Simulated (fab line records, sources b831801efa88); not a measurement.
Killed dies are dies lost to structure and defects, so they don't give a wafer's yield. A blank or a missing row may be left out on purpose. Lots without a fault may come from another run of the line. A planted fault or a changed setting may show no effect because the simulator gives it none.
Chamber matching | flow gf180mcu | GF_V3_CVD_02 on pecvd-01: 3 sister chambers
The step deposits SiO2 from TEOS, target thk 850 nm, time 94.851 s. 3 wafers are shown with their chamber, then 7 later ones without.

WAFERS WITH THEIR CHAMBER
wafer  | chamber | heater_power_w (W)
L083.2 | 1       | 607
L086.1 | 2       | 488
L086.2 | 0       | 476

WAFERS WITHOUT THEIR CHAMBER
wafer  | heater_power_w (W)
L086.3 | 689
L087.2 | 516
L087.3 | 470
L087.4 | 511
L093.2 | 561
L093.5 | 675
L093.6 | 434

WHICH CHAMBER EACH WENT THROUGH
wafer  | from the rows above          | in truth
L086.3 | 1                            | 1
L087.2 | can't be placed: 2 or 0 or 1 | 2
L087.3 | can't be placed: 0 or 2      | 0
L087.4 | can't be placed: 2 or 0 or 1 | 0
L093.2 | can't be placed: 1 or 2 or 0 | 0
L093.5 | 1                            | 1
L093.6 | can't be placed: 0 or 2      | 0
Placed correctly: 2 of 7. Can't be placed from these rows: 5 (the true chamber is among the candidates in 5). Placed wrongly: 0.
How it was worked out, from the rows above alone: a wafer's distance from a chamber is the root of the sum, over the readings, of the square of ((its reading less the chamber's mean) divided by the reading's scatter). The wafer belongs to the nearest chamber; if the next one is less than 2 further off, it can't be placed. A chamber's mean is the mean of its shown wafers. The scatter: with one shown wafer a chamber, the root of the mean of the squares of how far each hidden wafer lies from its nearest shown one.
